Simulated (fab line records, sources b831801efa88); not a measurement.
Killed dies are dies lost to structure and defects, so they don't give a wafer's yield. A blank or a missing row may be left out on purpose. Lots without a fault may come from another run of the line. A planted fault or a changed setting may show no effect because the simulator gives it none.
A struck lot beside a sound one | flow sky130 | 43 steps out of a route of 708
Sound: wafers L669.3, L669.4, L669.6. Struck: wafers L678.1, L678.2, L678.6. The cause comes at the end.
At each step with rows: each side's tool, then ch and its chambers, then its first start. Under that, the readings that differ: sound wafers | struck wafers | difference of the means | sigmas: that difference in standard deviations of wafers without a fault.
alike: readings whose means differ by less than 2 such deviations, and words and numbers that are the same on both sides. not compared: withheld readings, readings that some wafer has no value for, bounds like >300 that may hide the same value, and numbers for which the record gives no deviation and whose values overlap.
The two part at a step that has a row with sigmas, a row that says differs or no value, or rows on one side only. Numbers that don't overlap but have no deviation are shown without sigmas and don't part them. A reading that every wafer of one side lacks parts them only if that side has two wafers or more.

SKY_CONTACT_BOW_MEAS_05:
  sound on film_metro-03, day 30 22:16; struck on film_metro-01, day 34 03:28
  alike: CONTACT_BOW
then, 8 steps without rows for these wafers: SKY_CONTACT_DEHYDRATE_06 (time 60 s); SKY_CONTACT_HMDS_07 (prime time 60 s); SKY_CONTACT_COAT_08 (resist thk 60 nm); SKY_CONTACT_COAT_09 (resist thk 450 nm); SKY_CONTACT_SOFTBAKE_10 (time 90 s); SKY_CONTACT_EXPOSE_11 (exposes mask CTM1, target cd 170 nm); SKY_CONTACT_PEB_12; SKY_CONTACT_DEVELOP_13 (develop time 60 s).
SKY_CONTACT_CD_MEAS_14: target cd 170 nm.
  sound on cd_sem-01, day 32 01:16; struck on cd_sem-01, day 35 06:05
  alike: cd_nm
SKY_CONTACT_OVL_MEAS_15:
  sound on overlay-01, day 32 01:22; struck on overlay-01, day 35 06:13
  alike: CONTACT_OVL
then, 1 step without rows for these wafers: SKY_CONTACT_ETCH_16 (etches BARC in N2/H2, stops on SiO2, time 45.9 s, target depth 60 nm).
SKY_CONTACT_ETCH_17: etches SiO2 in C4F8/O2/Ar, stops on Si3N4, target depth 340 nm.
  sound on rie_diel-03 ch 0,1,3, day 32 01:26; struck on rie_diel-01 ch 0,1, day 35 06:17
  alike: oes_product_au
SKY_CONTACT_ETCH_18: etches Si3N4 in CHF3/O2, stops on TiN, time 39 s, target depth 75 nm.
  sound on rie_diel-03 ch 0,1,3; struck on rie_diel-01 ch 0,1
  alike: chf3_flow_sccm, drypump_motor_current_A, oes_product_au, throttle_valve_pct
  not compared: rf_hours_counter_h
then, 4 steps without rows for these wafers: SKY_CONTACT_STRIP_19 (strips in O2/N2); SKY_CONTACT_STRIP_20 (strips in post etch residue remover, time 1200 s); SKY_CONTACT_CLEAN_21 (cleans in IPA, time 180 s); SKY_CONTACT_CLEAN_22 (cleans in O3/DIW).
SKY_CONTACT_SPUTTER_23: material TiN, target thk 20 nm, time 80 s.
  sound on pvd_sputter-04, day 32 02:08; struck on pvd_sputter-03, day 35 07:01
  alike: throttle_valve_pct
SKY_CONTACT_CVD_24: deposits W, target thk 340 nm, time 102.12 s.
  sound on cvd_w-01 ch 0,1, day 32 02:14; struck on cvd_w-01 ch 0,1, day 35 07:04
  alike: heater_power_w
SKY_CONTACT_RS_MEAS_25: measures by four-point-probe.
  sound on film_metro-03, day 32 02:21; struck on film_metro-03, day 35 07:11
  alike: CONTACT_W_RS
SKY_CONTACT_THK_MEAS_26: measures by xrf.
  sound on film_metro-03, day 32 02:27; struck on film_metro-03, day 35 07:18
  reading            | sound       | struck      | difference | sigmas
  CONTACT_W_THK (nm) | 354 350 354 | 340 335 341 | -14        | -2
then, 1 step without rows for these wafers: SKY_CONTACT_CMP_27 (polishes, stops on SiO2, t overpolish 15 s, target thk 0 nm).
SKY_METAL1_SPUTTER_00: material Ti, target thk 15 nm, time 10 s.
  sound on pvd_sputter-02, day 32 02:47; struck on pvd_sputter-02, day 35 07:40
  alike: throttle_valve_pct
then, 1 step without rows for these wafers: SKY_METAL1_SPUTTER_01 (material TiN, target thk 20 nm, time 16.7 s).
SKY_METAL1_SPUTTER_02: material AlCu, target thk 250 nm, time 13.3 s.
  sound on pvd_sputter-02, day 32 02:50; struck on pvd_sputter-02, day 35 07:43
  alike: throttle_valve_pct
then, 2 steps without rows for these wafers: SKY_METAL1_SPUTTER_03 (material Ti, target thk 5 nm, time 3.3 s); SKY_METAL1_SPUTTER_04 (material TiN, target thk 70 nm, time 58.3 s).
SKY_METAL1_RS_MEAS_05: measures by four-point-probe.
  sound on film_metro-04, day 32 02:58; struck on film_metro-03, day 35 07:48
  alike: METAL1_ALCU_RS
SKY_METAL1_THK_MEAS_06: measures by xrf.
  sound on film_metro-04, day 32 03:04; struck on film_metro-03, day 35 07:55
  alike: METAL1_ALCU_THK
then, 8 steps without rows for these wafers: SKY_METAL1_DEHYDRATE_07 (time 60 s); SKY_METAL1_HMDS_08 (prime time 60 s); SKY_METAL1_COAT_09 (resist thk 60 nm); SKY_METAL1_COAT_10 (resist thk 450 nm); SKY_METAL1_SOFTBAKE_11 (time 90 s); SKY_METAL1_EXPOSE_12 (exposes mask MM1, target cd 140 nm); SKY_METAL1_PEB_13; SKY_METAL1_DEVELOP_14 (develop time 60 s).
SKY_METAL1_CD_MEAS_15: target cd 140 nm.
  sound on cd_sem-01, day 33 06:08; struck on cd_sem-02, day 36 10:11
  alike: cd_nm
SKY_METAL1_OVL_MEAS_16:
  sound on overlay-02, day 33 06:13; struck on overlay-01, day 36 10:19
  alike: METAL1_OVL
then, 2 steps without rows for these wafers: SKY_METAL1_DESCUM_17 (chemistry O2, time 8 s); SKY_METAL1_ETCH_18 (etches BARC in N2/H2, stops on SiO2, time 47.55 s, target depth 60 nm).
-- the record jumps here: 12 days lie between the struck wafers' starts before and after (it left off in module METAL1 and takes up again in module PAD_OPEN, whose first step shown is number 708 of the route) --
SKY_PAD_OPEN_PROBE_99:
  sound on prober-01, day 46 02:16; struck on prober-02, day 48 09:11
  reading            | sound    | struck                                                                     | difference                   | sigmas
  hold               | - - -    | await_dispo/2.8h/release await_dispo/2.8h/release await_dispo/2.8h/release | no value on the sound wafers |
  killed_at_contacts | 21 25 23 | 60 57 62                                                                   | +37                          | +6
  killed_dies        | 88 86 85 | 112 109 140                                                                | +34                          | +4
  alike: killed_at_M0_to_M3, killed_at_M4_up, killed_at_front_end, killed_at_other, killed_open, killed_short

WHERE THEY PART
First at SKY_CONTACT_THK_MEAS_26; last, within this record, at SKY_PAD_OPEN_PROBE_99.

WHY: what the simulator had put in
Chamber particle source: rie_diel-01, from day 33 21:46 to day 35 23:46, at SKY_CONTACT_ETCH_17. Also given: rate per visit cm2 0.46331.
